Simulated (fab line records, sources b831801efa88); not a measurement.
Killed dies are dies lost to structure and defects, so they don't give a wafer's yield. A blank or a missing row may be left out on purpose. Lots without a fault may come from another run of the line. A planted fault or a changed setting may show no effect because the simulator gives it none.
fab line records | flow sfq_line
record lots=6 wafers=18 last_day=92
route steps=325 shown M0@32 I0@43 M1@58
lots that met no fault: from a run of the same line without faults
start_h: hours from the record's first day to the start of the lot's first wafer shown | wait_h: hours since the lot's step before | " the same as in the row above | L1.1+2: a row that stands for several wafers | - no value, or no start given | * or withheld: withheld | < > ~ a bound
route shown NAME@n: a module of which the file shows steps, and the number in the route of the first | usual: mean/standard deviation of fault-free wafers | same: alike in all rows | chamber/n: place in a boat | sites: the reading at each site | _std_site: their standard deviation | _edge_site: outer sites' mean less inner sites' | radius_mm: how far each site lies from the wafer's centre | mask NAME#n: copy n | behind: the tool/chamber that last shaped the wafer | hold: why the lot was held/for how many hours/how that ended | device: the transistor (n, p or np) that didn't switch | end of line: the same wafers' tests at the end of the route | a step without rows: its recipe alone | killed: dies lost to structure and defects at the first sort, not the wafer's yield | map: a wafer's dies, x killed, . not, _ none there
set.NAME: the setting as run; set.NAME@STEP: as run at that earlier step | model.NAME: the simulator's own value behind a step, which no gauge read
lots at some steps of the route; a table a step, a row a wafer
services: from which hour (start_h, from the record's first day; less than 0 if before it) a tool's chamber was out of use, for how many hours, and why
## steps
# step SFQ_TRILAYER_M0_LITHO_COAT_026
# recipe resist=BARC spin_rpm=3000 resist_thk_nm=62
# step SFQ_TRILAYER_M0_LITHO_COAT_021
# recipe resist=KrF spin_rpm=3000 resist_thk_nm=600
# step SFQ_TRILAYER_M0_LITHO_SOFTBAKE_025
# recipe temp_c=withheld time_s=withheld resist=KrF
# step SFQ_TRILAYER_M0_LITHO_EXPOSE_022
# recipe mask_id=M0 na=0.6 source_shape=conventional sigma_outer=0.65 target_cd_nm=500 dose_mj=14.4
# step SFQ_TRILAYER_M0_LITHO_PEB_024
# recipe peb_temp_c=115 peb_time_s=60 resist=KrF
# step SFQ_TRILAYER_M0_LITHO_DEVELOP_023
# recipe time_s=60 resist=KrF
# step SFQ_M0_OVL_MEAS_906
# usual M0_OVL=0/5.5
# columns lot.wafer tool chamber start_h wait_h M0_OVL[nm]
L391.3 overlay-02 - 292.00 0.1 -10
L391.4 " - " " -10
L391.6 " - " " -10
L393.1 overlay-02 - 304.85 0.1 1
L393.3 " - " " -5
L393.6 " - " " 1
L402.1 overlay-01 - 394.71 0.1 8
L402.4 " - " " -4
L402.6 " - " " -2
L403.2 overlay-02 - 403.12 0.1 4
L403.4 " - " " 4
L403.6 " - " " 0
L405.3 overlay-01 - 416.32 0.1 0
L405.4 " - " " 2
L405.6 " - " " 0
L411.3 overlay-02 - 485.11 0.1 -3
L411.4 " - " " 6
L411.5 " - " " 0
# step SFQ_TRILAYER_M0_BARC_OPEN_METAL_ETCH_031
# recipe mask_material=PR chemistry=O2 target_depth_nm=125 target=BARC icp_w=600 bias_w=80 pressure_mtorr=10 time_s=41.7
# usual bias_w=80.00/0.24 chamber_pressure_mTorr=10.000/0.0092 drypump_motor_current_A=5.7/0.42 he_backside_leak_sccm=3.35/0.29 oes_product_au=0.685/0.0044
# columns lot.wafer tool chamber start_h wait_h bias_w chamber_pressure_mTorr drypump_motor_current_A he_backside_leak_sccm oes_product_au rf_hours_counter_h
L391.3 rie_metal-01 1 292.05 0.0 79.70 10.003 6.0 3.42 0.686 -
L391.4 " 0 " " 79.89 9.995 5.3 3.08 0.682 -
L391.6 " 0 " " 79.68 9.995 5.3 3.20 0.685 -
L393.1 rie_metal-01 0 304.88 0.0 80.16 10.014 5.3 3.15 0.683 4
L393.3 " 0 " " 79.68 9.995 5.3 2.98 0.697 -
L393.6 " 1 " " 80.31 9.996 6.0 3.28 0.692 -
L402.1 rie_metal-02 1 394.75 0.0 80.23 9.998 6.3 3.29 0.681 124
L402.4 " 1 " " 80.14 9.999 6.3 3.31 0.685 -
L402.6 " 1 " " 80.45 10.007 6.3 3.33 0.684 -
L403.2 rie_metal-03 1 403.15 0.0 79.85 9.994 5.2 3.27 0.684 55
L403.4 " 1 " " 80.17 9.996 5.2 3.38 0.684 -
L403.6 " 0 " " 80.15 10.020 6.0 3.63 0.679 -
L405.3 rie_metal-03 1 416.37 0.0 79.72 10.009 5.1 3.09 0.683 -
L405.4 " 0 " " 79.83 10.014 6.0 3.61 0.692 -
L405.6 " 1 " " 80.28 10.002 5.2 3.25 0.681 -
L411.3 rie_metal-02 0 485.15 0.0 79.89 9.996 5.5 3.52 0.681 -
L411.4 " 1 " " 79.96 9.993 6.3 3.28 0.683 -
L411.5 " 0 " " 79.77 10.009 5.6 3.72 0.688 -
# step SFQ_TRILAYER_M0_ETCH_METAL_ETCH_024
# recipe target=Nb stop_on=SiO2 mask_material=PR chemistry=Cl2/Ar target_depth_nm=240 icp_w=600 bias_w=80 pressure_mtorr=10 time_s=120
# step SFQ_TRILAYER_M0_STRIP_STRIP_025
# recipe gas=O2 power_w=200 platen_temp_c=40 overash_fraction=0.65 chemistry=O2 pressure_mtorr=50
# usual chamber_pressure_mTorr=49.99/0.048 drypump_motor_current_A=5.7/0.42 he_backside_leak_sccm=3.4/0.37 oes_product_au=1.002/0.012 platen_temp_c=39.99/0.11
# columns lot.wafer tool chamber start_h wait_h chamber_pressure_mTorr drypump_motor_current_A he_backside_leak_sccm oes_product_au platen_temp_c rf_hours_counter_h
L391.3 rie_metal-01 1 292.41 0.2 49.95 6.0 3.4 0.991 39.95 -
L391.4 " 0 " " 49.99 5.3 3.0 0.996 40.12 -
L391.6 " 0 " " 49.97 5.3 3.1 0.988 39.93 -
L393.1 rie_metal-01 0 305.07 0.1 50.01 5.3 3.0 0.983 40.16 4
L393.3 " 0 " " 49.99 5.3 3.3 0.977 39.93 -
L393.6 " 1 " " 50.01 6.0 3.3 0.992 40.10 -
L402.1 rie_metal-02 1 394.93 0.1 49.94 6.3 3.3 0.996 39.93 124
L402.4 " 1 " " 49.94 6.3 3.2 0.987 39.87 -
L402.6 " 1 " " 49.99 6.3 3.2 1.003 39.82 -
L403.2 rie_metal-03 1 403.33 0.1 49.92 5.1 3.4 1.001 39.95 55
L403.4 " 1 " " 49.91 5.1 3.3 0.980 40.06 -
L403.6 " 0 " " 49.93 5.9 3.6 1.018 39.91 -
L405.3 rie_metal-03 1 416.73 0.2 50.01 5.2 3.2 0.990 40.00 -
L405.4 " 0 " " 49.93 6.0 3.6 1.022 40.11 -
L405.6 " 1 " " 49.99 5.2 3.3 0.987 39.96 -
L411.3 rie_metal-02 0 485.52 0.2 50.10 5.5 3.8 1.014 40.08 -
L411.4 " 1 " " 49.95 6.3 3.2 1.011 40.01 -
L411.5 " 0 " " 50.02 5.5 3.6 1.013 39.90 -
# step SFQ_TRILAYER_M0_STRIP_SOLV_CLEAN_026
# recipe chemistry=NMP temp_c=70 time_s=600
# step SFQ_TRILAYER_I0_DEP_PECVD_027
# recipe material=SiO2 temp_c=150 time_s=111.11 pressure_torr=2.4 rf_w=183.3 precursor=SiH4/N2O target_thk_nm=500
# usual heater_power_w=73/9.2 susceptor_temp_C=149.99/0.14 throttle_valve_pct=24.4/1.7
# columns lot.wafer tool chamber start_h wait_h heater_power_w since_wet_clean_h susceptor_temp_C throttle_valve_pct
L391.3 pecvd-02 2 292.99 0.0 70 85 150.06 22.2
L391.4 " 0 " " 85 - 150.13 23.0
L391.6 " 2 " " 71 - 150.00 22.1
L393.1 pecvd-02 1 305.86 0.0 61 98 150.06 23.0
L393.3 " 0 " " 89 98 150.10 23.3
L393.6 " 1 " " 63 - 150.00 22.7
L402.1 pecvd-02 1 395.88 0.0 59 188 150.11 22.8
L402.4 " 2 " " 70 - 149.78 22.1
L402.6 " 0 " " 78 - 150.13 23.7
L403.2 pecvd-02 2 404.28 0.0 73 196 149.91 22.3
L403.4 " 0 " " 71 - 150.16 23.8
L403.6 " 1 " " 64 - 149.98 23.2
L405.3 pecvd-01 0 417.32 0.0 79 579 150.17 24.7
L405.4 " 0 " " 82 - 150.04 24.5
L405.6 " 2 " " 70 - 150.30 25.1
L411.3 pecvd-04 0 486.09 0.0 61 1400 149.97 25.8
L411.4 " 1 " " 86 - 149.84 28.1
L411.5 " 0 " " 66 - 149.85 26.0
# step SFQ_TRILAYER_I0_CMP_CMP_028
# recipe material=SiO2 down_force_psi=3 platen_rpm=60 pad_velocity_m_s=0.94248
# usual motor_current_A=10.3/0.69 time_to_endpoint_s=208/7.5
# columns lot.wafer tool chamber start_h wait_h motor_current_A time_to_endpoint_s model.SiO2_of_TRILAYER_I0_DEP_PECVD_027.thk_nm
L391.4 cmp-01 1 298.65 5.6 10.5 218 199.2
L391.3 " 2 " " 11.1 224 201
L391.6 " 1 300.65 7.6 10.7 221 199.8
L393.3 cmp-02 1 312.87 7.0 9.7 197 198.9
L393.1 " 3 313.87 8.0 10.7 216 199.5
L393.6 " 1 314.87 8.9 9.8 208 198.6
L402.4 cmp-02 0 396.46 0.5 10.1 199 198.3
L402.1 " 1 " " 9.8 206 183.5
L402.6 " 3 397.96 2.0 11.0 212 184.4
L403.2 cmp-02 2 404.36 0.0 9.8 200 198.3
L403.4 " 1 405.86 1.5 9.2 201 198.2
L403.6 " 2 " " 9.5 213 182.8
L405.3 cmp-01 1 417.40 0.0 10.6 202 200.2
L405.4 " 2 " " 10.4 208 201.4
L405.6 " 2 419.90 2.5 11.7 218 202.8
L411.3 cmp-01 0 492.75 6.6 9.7 202 199.8
L411.4 " 2 493.75 7.6 11.4 211 200.9
L411.5 " 0 494.75 8.6 10.3 205 200.2
# step SFQ_I0_BOW_MEAS_907
# recipe mode=bow
# usual I0_BOW=1/6.5
# columns lot.wafer tool chamber start_h wait_h I0_BOW[um]
L391.3 film_metro-02 - 301.69 2.0 18
L391.4 " - " " -12
L391.6 " - " " 5
L393.1 film_metro-04 - 315.37 1.0 5
L393.3 " - " " 8
L393.6 " - " " -3
L402.1 film_metro-02 - 398.96 1.5 1
L402.4 " - " " -5
L402.6 " - " " -5
L403.2 film_metro-04 - 407.38 2.5 7
L403.4 " - " " -9
L403.6 " - " " -4
L405.3 film_metro-04 - 420.44 2.5 1
L405.4 " - " " 2
L405.6 " - " " -6
L411.3 film_metro-04 - 495.29 2.0 4
L411.4 " - " " 12
L411.5 " - " " 6
# step SFQ_TRILAYER_I0_METRO_MEASURE_029
# usual thk_nm=199.2/1
# columns lot.wafer tool chamber start_h wait_h thk_nm
L391.3 film_metro-02 - 302.17 0.5 201.0
L391.4 " - " " 199.2
L391.6 " - " " 199.7
L393.1 film_metro-04 - 315.49 0.1 199.6
L393.3 " - " " 198.8
L393.6 " - " " 198.6
L402.1 film_metro-02 - 399.08 0.1 183.6
L402.4 " - " " 198.1
L402.6 " - " " 184.4
L403.2 film_metro-04 - 407.68 0.3 198.4
L403.4 " - " " 198.2
L403.6 " - " " 182.8
L405.3 film_metro-04 - 420.92 0.5 200.2
L405.4 " - " " 201.5
L405.6 " - " " 202.9
L411.3 film_metro-04 - 495.77 0.5 199.8
L411.4 " - " " 200.9
L411.5 " - " " 200.2
# step SFQ_TRILAYER_I0_VIA_LITHO_COAT_036
# recipe resist=BARC spin_rpm=3000 resist_thk_nm=62
# step SFQ_TRILAYER_I0_VIA_LITHO_COAT_031
# recipe resist=KrF spin_rpm=3000 resist_thk_nm=650
# step SFQ_TRILAYER_I0_VIA_LITHO_SOFTBAKE_035
# recipe temp_c=withheld time_s=withheld resist=KrF
# step SFQ_TRILAYER_I0_VIA_LITHO_EXPOSE_032
# recipe mask_id=I0 na=0.6 source_shape=conventional sigma_outer=0.65 target_cd_nm=500 dose_mj=21.3
# step SFQ_TRILAYER_I0_VIA_LITHO_PEB_034
# recipe peb_temp_c=115 peb_time_s=60 resist=KrF
# step SFQ_TRILAYER_I0_VIA_LITHO_DEVELOP_033
# recipe time_s=60 resist=KrF
# step SFQ_I0_OVL_MEAS_908
# usual I0_OVL=-1/5
# columns lot.wafer tool chamber start_h wait_h I0_OVL[nm]
L391.3 overlay-01 - 312.00 0.1 -7
L391.4 " - " " -5
L391.6 " - " " -4
L393.1 overlay-01 - 335.05 0.1 -4
L393.3 " - " " -3
L393.6 " - " " -4
L402.1 overlay-01 - 403.41 0.1 5
L402.4 " - " " -1
L402.6 " - " " 2
L403.2 overlay-01 - 410.94 0.1 -2
L403.4 " - " " -6
L403.6 " - " " 1
L405.3 overlay-02 - 423.98 0.1 -15
L405.4 " - " " -9
L405.6 " - " " -6
L411.3 overlay-02 - 650.17 0.1 -4
L411.4 " - " " -2
L411.5 " - " " 0
# step SFQ_TRILAYER_I0_VIA_BARC_OPEN_VIA_ETCH_046
# recipe mask_material=PR chemistry=O2 target_depth_nm=125 target=BARC source_w=500 bias_w=80 pressure_mtorr=30 time_s=41.7
# usual bias_w=80.01/0.24 chamber_pressure_mTorr=29.998/0.025 drypump_motor_current_A=5.7/0.35 oes_product_au=0.685/0.0044
# columns lot.wafer tool chamber start_h wait_h bias_w chamber_pressure_mTorr drypump_motor_current_A oes_product_au rf_hours_counter_h
L391.3 rie_diel-02 0 312.02 0.0 79.84 30.005 5.9 0.686 11
L391.4 " 2 " " 80.47 30.021 6.0 0.683 -
L391.6 " 3 " " 79.95 29.950 6.2 0.683 -
L393.1 rie_diel-02 0 335.08 0.0 79.97 30.006 5.9 0.680 11
L393.3 " 2 " " 79.92 30.012 6.0 0.686 3
L393.6 " 0 " " 79.47 29.968 5.9 0.681 -
L402.1 rie_diel-04 3 403.45 0.0 80.19 29.999 5.6 0.682 1
L402.4 " 2 " " 79.96 29.971 5.4 0.683 3
L402.6 " 3 " " 80.02 29.988 5.6 0.690 -
L403.2 rie_diel-02 0 410.97 0.0 80.11 29.978 5.9 0.686 12
L403.4 " 2 " " 79.93 30.022 6.0 0.687 4
L403.6 " 0 " " 79.88 29.966 5.9 0.692 -
L405.3 rie_diel-04 3 424.01 0.0 80.19 30.027 5.6 0.693 1
L405.4 " 1 " " 79.99 30.025 5.2 0.684 2
L405.6 " 0 " " 79.89 30.005 5.8 0.682 -
L411.3 rie_diel-04 0 650.19 0.0 79.89 29.973 5.8 0.682 3
L411.4 " 1 " " 80.29 29.991 5.2 0.678 5
L411.5 " 3 " " 79.70 29.976 5.7 0.694 -
# step SFQ_TRILAYER_I0_VIA_ETCH_VIA_ETCH_034
# recipe target=SiO2 stop_on=Nb mask_material=PR taper_deg=20 chemistry=CHF3 target_depth_nm=260 source_w=500 bias_w=80 pressure_mtorr=30 time_s=withheld
# usual bias_w=79.95/0.22 chamber_pressure_mTorr=29.996/0.027 drypump_motor_current_A=5.7/0.35 oes_product_au=0.853/0.005
# columns lot.wafer tool chamber start_h wait_h bias_w chamber_pressure_mTorr drypump_motor_current_A oes_product_au model.etch.depth_nm model.I0.feature_depth_nm
L391.3 rie_diel-02 0 312.06 0.0 79.98 29.978 5.9 0.859 201 201
L391.4 " 2 " " 79.98 29.996 6.0 0.851 199.2 199.2
L391.6 " 3 " " 79.85 29.953 6.2 0.863 199.8 199.8
L393.1 rie_diel-02 0 335.12 0.0 79.59 30.003 5.9 0.860 199.5 199.5
L393.3 " 2 " " 79.77 29.994 6.0 0.855 198.9 198.9
L393.6 " 0 " " 80.07 29.955 5.9 0.841 198.6 198.6
L402.1 rie_diel-04 3 403.49 0.0 80.06 30.026 5.6 0.809 183.5 183.5
L402.4 " 2 " " 79.47 29.987 5.4 0.852 198.3 198.3
L402.6 " 3 " " 79.72 30.024 5.6 0.821 184.4 184.4
L403.2 rie_diel-02 0 411.01 0.0 79.95 30.042 5.8 0.854 198.3 198.3
L403.4 " 2 " " 79.96 29.988 5.9 0.847 198.2 198.2
L403.6 " 0 " " 79.97 29.988 5.9 0.805 182.8 182.8
L405.3 rie_diel-04 3 424.05 0.0 80.23 29.976 5.6 0.852 200.2 200.2
L405.4 " 1 " " 79.92 29.936 5.2 0.860 201.4 201.4
L405.6 " 0 " " 79.76 30.032 5.8 0.862 202.8 202.8
L411.3 rie_diel-04 0 650.23 0.0 79.89 29.960 5.8 0.851 199.8 199.8
L411.4 " 1 " " 80.13 30.006 5.2 0.858 200.9 200.9
L411.5 " 3 " " 79.97 29.992 5.7 0.854 200.2 200.2
# step SFQ_TRILAYER_I0_VIA_STRIP_STRIP_035
# recipe gas=O2 power_w=200 platen_temp_c=40 overash_fraction=0.65 chemistry=O2 pressure_mtorr=50
# usual chamber_pressure_mTorr=50.00/0.055 drypump_motor_current_A=5.7/0.36 he_backside_leak_sccm=3.31/0.26 oes_product_au=1.003/0.012 platen_temp_c=39.97/0.11
# columns lot.wafer tool chamber start_h wait_h chamber_pressure_mTorr drypump_motor_current_A he_backside_leak_sccm oes_product_au platen_temp_c rf_hours_counter_h
L391.3 rie_metal-04 0 312.38 - 49.99 5.4 3.30 1.028 39.98 -
L391.4 " 1 " " 50.09 5.5 3.17 1.002 39.95 -
L391.6 " 1 " " 50.04 5.5 3.55 1.012 39.92 -
L393.1 rie_metal-01 0 335.24 - 49.95 5.3 3.15 1.002 40.13 6
L393.3 " 1 " " 49.97 6.0 3.18 1.003 39.97 -
L393.6 " 1 " " 50.06 6.0 3.27 0.990 39.94 -
L402.1 rie_metal-02 0 403.60 - 49.95 5.5 3.48 1.006 39.94 97
L402.4 " 1 " " 49.89 6.3 3.25 1.011 39.89 -
L402.6 " 0 " " 50.02 5.6 3.39 1.023 39.88 -
L403.2 rie_metal-04 0 411.12 - 50.03 5.4 3.24 1.031 39.81 135
L403.4 " 1 " " 49.87 5.5 3.21 1.020 40.17 -
L403.6 " 0 " " 50.01 5.4 3.31 1.028 39.94 -
L405.3 rie_metal-04 1 424.36 - 50.04 5.5 3.36 1.012 39.85 -
L405.4 " 0 " " 50.02 5.4 3.35 1.026 39.75 -
L405.6 " 0 " " 50.00 5.4 3.35 1.010 40.00 -
L411.3 rie_metal-04 0 650.55 - 50.00 5.4 3.15 1.008 39.78 -
L411.4 " 1 " " 49.96 5.5 3.30 1.002 39.98 -
L411.5 " 0 " " 49.95 5.4 3.11 1.003 39.93 -
# step SFQ_TRILAYER_I0_VIA_STRIP_SOLV_CLEAN_036
# recipe chemistry=NMP temp_c=70 time_s=600
# step SFQ_TRILAYER_M1_DEP_PRE_CLEAN_038
# recipe gas=Ar time_s=22.5 bias_v=250
# columns lot.wafer tool chamber start_h wait_h model.SiO2_of_TRILAYER_I0_DEP_PECVD_027.thk_nm
L391.3 pvd_sputter-05 - 312.95 0.0 193.5
L391.4 " - " " 191.7
L391.6 " - " " 192.3
L393.1 pvd_sputter-03 - 336.03 0.0 192
L393.3 " - " " 191.4
L393.6 " - " " 191.1
L402.1 pvd_sputter-03 - 404.39 0.0 176
L402.4 " - " " 190.8
L402.6 " - " " 176.9
L403.2 pvd_sputter-03 - 411.89 0.0 190.8
L403.4 " - " " 190.7
L403.6 " - " " 175.3
L405.3 pvd_sputter-05 - 424.95 0.0 192.7
L405.4 " - " " 193.9
L405.6 " - " " 195.3
L411.3 pvd_sputter-06 - 651.30 0.0 192.3
L411.4 " - " " 193.4
L411.5 " - " " 192.7
# step SFQ_TRILAYER_M1_DEP_SPUTTER_037
# recipe material=Nb base_pressure_pa=1.33e-06 chamber_pressure_pa=0.1333 substrate_temp_c=20 resputter_cathode_voltage_v=400 target_thk_nm=200 power_w=2000 time_s=133.3
## services
# columns tool chamber start_h hours kind
film_metro-04 - 291.48 14.5 repair
rie_diel-04 3 300.07 6.0 repair
rie_diel-04 1 305.75 8.1 repair
rie_diel-02 1 308.51 4.9 repair
rie_metal-01 0 313.05 14.9 repair
rie_diel-04 1 344.47 1.2 repair
film_metro-04 - 356.32 0.3 pm
rie_diel-04 3 369.14 6.3 repair
rie_diel-02 2 393.02 13.1 repair
rie_metal-02 1 399.90 3.4 repair
rie_metal-04 - 434.86 0.7 repair
rie_diel-02 0 437.75 3.7 repair
rie_metal-03 - 440.95 0.4 repair
rie_metal-02 - 442.12 2.4 repair
pecvd-02 0 446.03 6.0 repair
rie_diel-04 - 447.70 0.8 repair
film_metro-04 - 451.67 2.3 pm
pecvd-02 0 469.15 5.0 repair
rie_metal-02 - 485.92 2.8 pm
rie_metal-04 1 495.22 4.0 repair
rie_metal-03 - 498.78 4.6 repair
rie_diel-04 - 574.52 0.8 repair
rie_diel-02 3 621.39 6.4 repair
rie_metal-02 - 635.69 0.6 repair
## key
first_sign step=SFQ_TRILAYER_I0_METRO_MEASURE_029 reading=thk_nm direction=down sigmas=15 usual=199.2 struck=183.6
effect step=SFQ_TRILAYER_I0_VIA_ETCH_VIA_ETCH_034 reading=oes_product_au direction=down sigmas=8.3 usual=0.853 struck=0.811
model_effect step=SFQ_TRILAYER_I0_CMP_CMP_028 value=SiO2_of_TRILAYER_I0_DEP_PECVD_027.thk_nm without=198.6 struck=183.6
model_effect step=SFQ_TRILAYER_I0_VIA_ETCH_VIA_ETCH_034 value=etch.depth_nm without=198.6 struck=183.6
model_effect step=SFQ_TRILAYER_M1_DEP_PRE_CLEAN_038 value=SiO2_of_TRILAYER_I0_DEP_PECVD_027.thk_nm without=191.1 struck=176.1
met_at SFQ_TRILAYER_I0_CMP_CMP_028
struck_wafers L402.1,L402.6,L403.6
onset_between 312.87 396.46
fault kind=process_parameter_drift tool=cmp-02 chamber=- onset_h=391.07 steps=SFQ_TRILAYER_I0_CMP_CMP_028 channel=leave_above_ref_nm offset=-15 shape=step end_h=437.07 scope=struck_wafers_only acts_in=these_recipes_only stated=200
